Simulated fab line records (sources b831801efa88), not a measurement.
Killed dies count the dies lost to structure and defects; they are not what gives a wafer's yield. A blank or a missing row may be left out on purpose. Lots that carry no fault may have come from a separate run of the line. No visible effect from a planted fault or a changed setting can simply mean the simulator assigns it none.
Matching of chambers + flow gf180mcu + GF_V3_CVD_00 on hdpcvd-01 has 3 sister chambers
The step deposits SiO2, target thk 600 nm, time 100 s. 14 wafers are shown with their chamber, then 7 later ones without.

== EACH WAFER AND ITS CHAMBER ==
| wafer  | chamber | run-length-s (s) | pressure-mtorr (mTorr) |
|--------|---------|------------------|------------------------|
| L364.1 | 0       | 129.0            | 5.997                  |
| L364.5 | 1       | 127.4            | 6.011                  |
| L364.6 | 2       | 127.6            | 6.009                  |
| L366.2 | 0       | 129.3            | 6.012                  |
| L366.3 | 1       | 127.4            | 5.989                  |
| L366.6 | 2       | 127.7            | 5.992                  |
| L367.1 | 1       | 127.6            | 5.988                  |
| L367.3 | 0       | 128.5            | 6.017                  |
| L367.5 | 2       | 127.3            | 5.997                  |
| L368.1 | 1       | 127.0            | 5.990                  |
| L368.2 | 2       | 127.2            | 6.002                  |
| L368.5 | 0       | 129.0            | 5.995                  |
| L369.1 | 2       | 127.3            | 5.990                  |
| L369.3 | 0       | 128.4            | 6.015                  |

SIGNATURES (means of the wafers above)
| reading        | chamber 0 | chamber 1 | chamber 2 | scatter within a chamber |
|----------------|-----------|-----------|-----------|--------------------------|
| run-length-s   | 128.840   | 127.350   | 127.420   | 0.294                    |
| pressure-mtorr | 6.00720   | 5.99450   | 5.99800   | 0.0097                   |
Rule: a wafer lies at a distance from a chamber equal to the root of the sum of squares, over the readings, of (its reading less the chamber's mean, divided by the reading's scatter). The wafer belongs to the nearest chamber; if the next one is less than 2 further off, it can't be placed. The scatter is the square root of a quotient: the sum, over the shown wafers, of each reading's squared deviation from its chamber's mean, divided by wafers minus chambers.

== WAFERS MISSING THEIR CHAMBER ==
| wafer  | run-length-s (s) | pressure-mtorr (mTorr) |
|--------|------------------|------------------------|
| L369.4 | 128.6            | 5.995                  |
| L371.1 | 127.2            | 6.002                  |
| L371.2 | 127.9            | 6.005                  |
| L371.3 | 128.6            | 5.995                  |
| L372.4 | 127.9            | 6.003                  |
| L372.5 | 129.4            | 5.970                  |
| L372.6 | 127.0            | 6.014                  |

== CHAMBER TAKEN BY EACH ==
| wafer  | from the rows above          | in truth |
|--------|------------------------------|----------|
| L369.4 | 0                            | 0        |
| L371.1 | can't be placed: 2 or 1      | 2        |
| L371.2 | can't be placed: 2 or 1 or 0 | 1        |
| L371.3 | 0                            | 0        |
| L372.4 | can't be placed: 2 or 1 or 0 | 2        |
| L372.5 | 0                            | 0        |
| L372.6 | can't be placed: 2 or 1      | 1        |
Correct placement for 3 of the 7. From these rows, 4 cannot be placed; in 4 the true chamber is one of the candidates. 0 placed wrongly.
